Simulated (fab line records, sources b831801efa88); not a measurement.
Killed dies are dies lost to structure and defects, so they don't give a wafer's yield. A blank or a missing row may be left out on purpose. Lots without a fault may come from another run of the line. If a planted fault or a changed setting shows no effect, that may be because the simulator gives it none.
fab line records + flow sky130 + part 2 of 2: steps 25 to 33 of 33
record:
- lots: 5
- wafers: 15
- last_day: 49
route steps=708 shown METAL4@599 CAP2M@603
lots with no fault: from the same line, run without faults
start_h: hours from the record's first day to the start of the lot's first wafer shown + wait_h: hours since the lot's step before + " the same as in the row above + L1.1+2: a row that stands for several wafers + - value missing, or start not given + * or withheld: withheld + < > ~ a bound
route shown NAME@n: NAME is a module with steps in the file, n the number in the route of the first one + usual: mean and standard deviation over wafers with no fault + same: alike in all rows + chamber/n: place in a boat + sites: per-site readings + _std_site: the values' standard deviation + _edge_site: mean of outer sites minus mean of inner sites + radius_mm: for every site, how far away it sits from the centre of the wafer + mask NAME#n: copy n + behind: the last tool/chamber to shape the wafer + hold: why the lot went on hold/how many hours it stayed there/how the hold came to an end + device: the transistor (n, p or np) that didn't switch + end of line: at the end of the route, the tests of the same wafers + for a step that has no rows: nothing shown but its recipe + killed: not the wafer's yield, but the dies lost to structure and defects at the first sort + map: a wafer's dies, marking killed ones x, the rest . and places with no die _
set.NAME: the setting as run; set.NAME@STEP: as run at that earlier step + model.NAME: the simulator's own value behind a step, which no gauge read
lots at selected steps of the route; one table per step, one row per wafer
services: a tool's chamber out of use, with start hour (start_h, from the record's first day; less than 0 if before it), hours out, and reason
== steps ==
step: SKY_METAL4_COAT_07
recipe:
- resist: BARC
- temp_c: withheld
- time_s: withheld
- spin_rpm: 3000
- resist_thk_nm: 60
usual:
- exhaust_pa: 45.0/0.91
| lot.wafer | tool           | chamber | start_h | wait_h | exhaust_pa |
|-----------|----------------|---------|---------|--------|------------|
| L075.2    | litho_track-03 | 0       | 968.28  | 0.1    | 44.7       |
| L075.3    | "              | 0       | "       | "      | 44.9       |
| L075.6    | "              | 0       | "       | "      | 46.1       |
| L080.1    | litho_track-01 | 0       | 1013.19 | 0.1    | 45.2       |
| L080.5    | "              | 0       | "       | "      | 46.5       |
| L080.6    | "              | 0       | "       | "      | 44.9       |
| L082.2    | litho_track-03 | 0       | 1025.38 | 0.1    | 44.1       |
| L082.4    | "              | 0       | "       | "      | 44.7       |
| L082.5    | "              | 0       | "       | "      | 44.2       |
| L091.2    | litho_track-03 | 0       | 1081.73 | 0.1    | 45.2       |
| L091.3    | "              | 0       | "       | "      | 44.4       |
| L091.4    | "              | 0       | "       | "      | 44.3       |
| L094.2    | litho_track-03 | 0       | 1097.13 | 0.1    | 47.0       |
| L094.4    | "              | 0       | "       | "      | 46.5       |
| L094.5    | "              | 0       | "       | "      | 48.5       |
step: SKY_METAL4_COAT_08
recipe:
- resist: KrF-thick
- spin_rpm: 3000
- resist_thk_nm: 1140
usual:
- exhaust_pa: 45.0/0.97
| lot.wafer | tool           | chamber | start_h | wait_h | exhaust_pa |
|-----------|----------------|---------|---------|--------|------------|
| L075.2    | litho_track-03 | 0       | -       | -      | 46.0       |
| L075.3    | "              | 0       | "       | "      | 43.5       |
| L075.6    | "              | 0       | "       | "      | 43.2       |
| L080.1    | litho_track-01 | 0       | -       | -      | 42.6       |
| L080.5    | "              | 0       | "       | "      | 43.9       |
| L080.6    | "              | 0       | "       | "      | 43.8       |
| L082.2    | litho_track-03 | 0       | -       | -      | 44.6       |
| L082.4    | "              | 0       | "       | "      | 45.3       |
| L082.5    | "              | 0       | "       | "      | 45.4       |
| L091.2    | litho_track-03 | 0       | -       | -      | 45.6       |
| L091.3    | "              | 0       | "       | "      | 45.9       |
| L091.4    | "              | 0       | "       | "      | 47.7       |
| L094.2    | litho_track-03 | 0       | -       | -      | 44.2       |
| L094.4    | "              | 0       | "       | "      | 44.8       |
| L094.5    | "              | 0       | "       | "      | 43.4       |
step: SKY_METAL4_SOFTBAKE_09
recipe:
- temp_c: 100
- time_s: 90
- resist: KrF-thick
usual:
- exhaust_pa: 45.0/0.95
| lot.wafer | tool           | chamber | start_h | wait_h | exhaust_pa |
|-----------|----------------|---------|---------|--------|------------|
| L075.2    | litho_track-03 | 0       | -       | -      | 45.9       |
| L075.3    | "              | 0       | "       | "      | 46.6       |
| L075.6    | "              | 0       | "       | "      | 45.5       |
| L080.1    | litho_track-01 | 0       | -       | -      | 46.5       |
| L080.5    | "              | 0       | "       | "      | 47.0       |
| L080.6    | "              | 0       | "       | "      | 46.3       |
| L082.2    | litho_track-03 | 0       | -       | -      | 44.8       |
| L082.4    | "              | 0       | "       | "      | 45.5       |
| L082.5    | "              | 0       | "       | "      | 44.9       |
| L091.2    | litho_track-03 | 0       | -       | -      | 45.4       |
| L091.3    | "              | 0       | "       | "      | 46.6       |
| L091.4    | "              | 0       | "       | "      | 45.3       |
| L094.2    | litho_track-03 | 0       | -       | -      | 45.7       |
| L094.4    | "              | 0       | "       | "      | 45.2       |
| L094.5    | "              | 0       | "       | "      | 45.3       |
step: SKY_METAL4_EXPOSE_10
recipe:
- mask_id: MM4
- na: 0.68
- source_shape: annular
- sigma_inner: 0.4
- sigma_outer: 0.8
- target_cd_nm: 300
- dose_mj: 28
usual:
- reticle_temp_C: 22.99/0.097
| lot.wafer | tool           | chamber | start_h | wait_h | mask  | reticle_temp_C |
|-----------|----------------|---------|---------|--------|-------|----------------|
| L075.2    | krf_scanner-02 | 0       | -       | -      | MM4#0 | 23.00          |
| L075.3    | "              | 0       | "       | "      | MM4#0 | 22.67          |
| L075.6    | "              | 0       | "       | "      | MM4#0 | 22.86          |
| L080.1    | krf_scanner-02 | 0       | -       | -      | MM4#0 | 23.17          |
| L080.5    | "              | 0       | "       | "      | MM4#0 | 23.05          |
| L080.6    | "              | 0       | "       | "      | MM4#0 | 22.95          |
| L082.2    | krf_scanner-02 | 0       | -       | -      | MM4#0 | 23.07          |
| L082.4    | "              | 0       | "       | "      | MM4#0 | 23.02          |
| L082.5    | "              | 0       | "       | "      | MM4#0 | 23.14          |
| L091.2    | krf_scanner-02 | 0       | -       | -      | MM4#0 | 23.14          |
| L091.3    | "              | 0       | "       | "      | MM4#0 | 23.08          |
| L091.4    | "              | 0       | "       | "      | MM4#0 | 22.83          |
| L094.2    | krf_scanner-01 | 0       | -       | -      | MM4#0 | 22.97          |
| L094.4    | "              | 0       | "       | "      | MM4#0 | 22.86          |
| L094.5    | "              | 0       | "       | "      | MM4#0 | 23.14          |
step: SKY_METAL4_PEB_11
recipe:
- peb_temp_c: withheld
- peb_time_s: withheld
- resist: KrF-thick
usual:
- exhaust_pa: 44.9/0.9
| lot.wafer | tool           | chamber | start_h | wait_h | exhaust_pa |
|-----------|----------------|---------|---------|--------|------------|
| L075.2    | litho_track-04 | 0       | -       | -      | 44.2       |
| L075.3    | "              | 0       | "       | "      | 43.8       |
| L075.6    | "              | 0       | "       | "      | 43.8       |
| L080.1    | litho_track-04 | 0       | -       | -      | 45.2       |
| L080.5    | "              | 0       | "       | "      | 44.1       |
| L080.6    | "              | 0       | "       | "      | 44.7       |
| L082.2    | litho_track-04 | 0       | -       | -      | 45.4       |
| L082.4    | "              | 0       | "       | "      | 45.1       |
| L082.5    | "              | 0       | "       | "      | 46.0       |
| L091.2    | litho_track-03 | 0       | -       | -      | 44.1       |
| L091.3    | "              | 0       | "       | "      | 44.2       |
| L091.4    | "              | 0       | "       | "      | 43.2       |
| L094.2    | litho_track-03 | 0       | -       | -      | 46.1       |
| L094.4    | "              | 0       | "       | "      | 45.1       |
| L094.5    | "              | 0       | "       | "      | 46.0       |
step: SKY_METAL4_DEVELOP_12
recipe:
- develop_time_s: 60
- resist: KrF-thick
- dev_temp_c: 21
usual:
- exhaust_pa: 44.9/0.92
| lot.wafer | tool           | chamber | start_h | wait_h | exhaust_pa |
|-----------|----------------|---------|---------|--------|------------|
| L075.2    | litho_track-04 | 0       | -       | -      | 44.3       |
| L075.3    | "              | 0       | "       | "      | 43.3       |
| L075.6    | "              | 0       | "       | "      | 44.3       |
| L080.1    | litho_track-04 | 0       | -       | -      | 46.3       |
| L080.5    | "              | 0       | "       | "      | 46.0       |
| L080.6    | "              | 0       | "       | "      | 45.1       |
| L082.2    | litho_track-04 | 0       | -       | -      | 44.5       |
| L082.4    | "              | 0       | "       | "      | 45.1       |
| L082.5    | "              | 0       | "       | "      | 44.2       |
| L091.2    | litho_track-03 | 0       | -       | -      | 44.5       |
| L091.3    | "              | 0       | "       | "      | 45.2       |
| L091.4    | "              | 0       | "       | "      | 45.1       |
| L094.2    | litho_track-03 | 0       | -       | -      | 46.4       |
| L094.4    | "              | 0       | "       | "      | 45.3       |
| L094.5    | "              | 0       | "       | "      | 45.7       |
step: SKY_METAL4_CD_MEAS_13
recipe:
- target_cd_nm: 300
usual:
- cd_nm: 301.0/1.4
| lot.wafer | tool      | chamber | start_h | wait_h | cd_nm |
|-----------|-----------|---------|---------|--------|-------|
| L075.2    | cd_sem-02 | -       | 980.78  | -      | 300.6 |
| L075.3    | "         | -       | "       | "      | 300.4 |
| L075.6    | "         | -       | "       | "      | 299.7 |
| L080.1    | cd_sem-02 | -       | 1025.71 | -      | 301.0 |
| L080.5    | "         | -       | "       | "      | 302.6 |
| L080.6    | "         | -       | "       | "      | 302.7 |
| L082.2    | cd_sem-02 | -       | 1036.93 | -      | 302.2 |
| L082.4    | "         | -       | "       | "      | 301.8 |
| L082.5    | "         | -       | "       | "      | 303.4 |
| L091.2    | cd_sem-01 | -       | 1092.07 | -      | 299.5 |
| L091.3    | "         | -       | "       | "      | 298.1 |
| L091.4    | "         | -       | "       | "      | 300.9 |
| L094.2    | cd_sem-01 | -       | 1107.72 | -      | 300.2 |
| L094.4    | "         | -       | "       | "      | 299.5 |
| L094.5    | "         | -       | "       | "      | 300.5 |
step: SKY_METAL4_OVL_MEAS_14
usual:
- METAL4_OVL: 1/5.4
| lot.wafer | tool       | chamber | start_h | wait_h | METAL4_OVL[nm] |
|-----------|------------|---------|---------|--------|----------------|
| L075.2    | overlay-02 | -       | 980.89  | 0.1    | -3             |
| L075.3    | "          | -       | "       | "      | -5             |
| L075.6    | "          | -       | "       | "      | -1             |
| L080.1    | overlay-01 | -       | 1025.83 | 0.1    | -2             |
| L080.5    | "          | -       | "       | "      | 2              |
| L080.6    | "          | -       | "       | "      | 5              |
| L082.2    | overlay-02 | -       | 1037.04 | 0.1    | -3             |
| L082.4    | "          | -       | "       | "      | 1              |
| L082.5    | "          | -       | "       | "      | 2              |
| L091.2    | overlay-02 | -       | 1092.18 | 0.1    | -2             |
| L091.3    | "          | -       | "       | "      | 1              |
| L091.4    | "          | -       | "       | "      | 0              |
| L094.2    | overlay-01 | -       | 1107.83 | 0.1    | -5             |
| L094.4    | "          | -       | "       | "      | -4             |
| L094.5    | "          | -       | "       | "      | -3             |
step: SKY_METAL4_DESCUM_15
recipe:
- chemistry: O2
- source_power_w: 150
- bias_power_w: 0
- pressure_mtorr: 10
- temp_c: 40
- time_s: 8
usual:
- chamber_pressure_mTorr: 9.999/0.008
- drypump_motor_current_A: 6.0/0.49
- oes_product_au: 1.002/0.01
- rf_fwd_power_W: 146.5/0.52
- temp_c: 39.99/0.1
| lot.wafer | tool         | chamber | start_h | wait_h | chamber_pressure_mTorr | drypump_motor_current_A | oes_product_au | rf_fwd_power_W | rf_hours_counter_h | temp_c |
|-----------|--------------|---------|---------|--------|------------------------|-------------------------|----------------|----------------|--------------------|--------|
| L075.2    | rie_metal-02 | 1       | 980.92  | 0.0    | 10.011                 | 5.2                     | 1.008          | 146.0          | 15                 | 40.02  |
| L075.3    | "            | 0       | "       | "      | 10.007                 | 5.9                     | 0.998          | 147.5          | -                  | 40.14  |
| L075.6    | "            | 0       | "       | "      | 10.005                 | 5.9                     | 1.007          | 146.7          | -                  | 40.06  |
| L080.1    | rie_metal-01 | 0       | 1025.87 | 0.0    | 9.987                  | 5.9                     | 0.991          | 146.1          | 7                  | 39.88  |
| L080.5    | "            | 0       | "       | "      | 10.010                 | 5.9                     | 0.984          | 146.1          | -                  | 39.91  |
| L080.6    | "            | 1       | "       | "      | 10.007                 | 6.7                     | 0.999          | 146.1          | -                  | 40.15  |
| L082.2    | rie_metal-02 | 0       | 1037.07 | 0.0    | 10.002                 | 5.9                     | 1.016          | 146.0          | 9                  | 40.10  |
| L082.4    | "            | 0       | "       | "      | 10.001                 | 5.9                     | 1.011          | 146.4          | -                  | 39.99  |
| L082.5    | "            | 1       | "       | "      | 9.998                  | 5.3                     | 1.026          | 146.0          | -                  | 40.01  |
| L091.2    | rie_metal-02 | 0       | 1092.21 | 0.0    | 10.017                 | 5.9                     | 1.004          | 146.5          | 13                 | 40.04  |
| L091.3    | "            | 0       | "       | "      | 9.983                  | 5.9                     | 1.002          | 146.0          | -                  | 40.05  |
| L091.4    | "            | 1       | "       | "      | 9.997                  | 5.2                     | 1.007          | 146.3          | -                  | 39.90  |
| L094.2    | rie_metal-02 | 0       | 1107.86 | 0.0    | 9.997                  | 5.9                     | 1.006          | 146.4          | 15                 | 40.28  |
| L094.4    | "            | 0       | "       | "      | 9.999                  | 5.9                     | 1.015          | 146.2          | -                  | 40.11  |
| L094.5    | "            | 1       | "       | "      | 10.002                 | 5.3                     | 1.027          | 147.1          | -                  | 40.02  |
== services ==
| tool            | chamber | start_h | hours | kind   |
|-----------------|---------|---------|-------|--------|
| pecvd-04        | 0       | 911.37  | 9.3   | repair |
| krf_scanner-02  | -       | 915.06  | 2.4   | repair |
| plasma_asher-03 | -       | 942.04  | 24.1  | repair |
| rie_metal-01    | 0       | 945.95  | 56.8  | repair |
| plasma_asher-04 | -       | 950.83  | 1.7   | repair |
| rie_metal-02    | -       | 966.62  | 2.8   | pm     |
| krf_scanner-02  | -       | 970.26  | 0.8   | pm     |
| pvd_sputter-02  | -       | 972.71  | 4.3   | repair |
| krf_scanner-02  | -       | 977.24  | 6.4   | repair |
| wet_bench-02    | -       | 977.91  | 4.4   | pm     |
| pvd_sputter-03  | -       | 984.69  | 34.5  | repair |
| krf_scanner-02  | -       | 985.12  | 1.0   | pm     |
| pvd_sputter-03  | -       | 994.92  | 0.7   | repair |
| krf_scanner-02  | -       | 1005.60 | 0.3   | repair |
| wet_bench-02    | -       | 1006.95 | 1.9   | pm     |
| krf_scanner-02  | -       | 1020.44 | 1.6   | repair |
| krf_scanner-02  | -       | 1026.80 | 2.8   | repair |
| pvd_sputter-04  | -       | 1030.48 | 4.3   | repair |
| plasma_asher-04 | -       | 1039.85 | 5.7   | repair |
| pvd_sputter-03  | -       | 1047.43 | 2.6   | repair |
| pecvd-03        | -       | 1054.75 | 1.4   | repair |
| plasma_asher-03 | -       | 1059.28 | 12.8  | pm     |
| krf_scanner-02  | -       | 1065.85 | 0.8   | pm     |
| krf_scanner-02  | -       | 1070.75 | 1.3   | pm     |
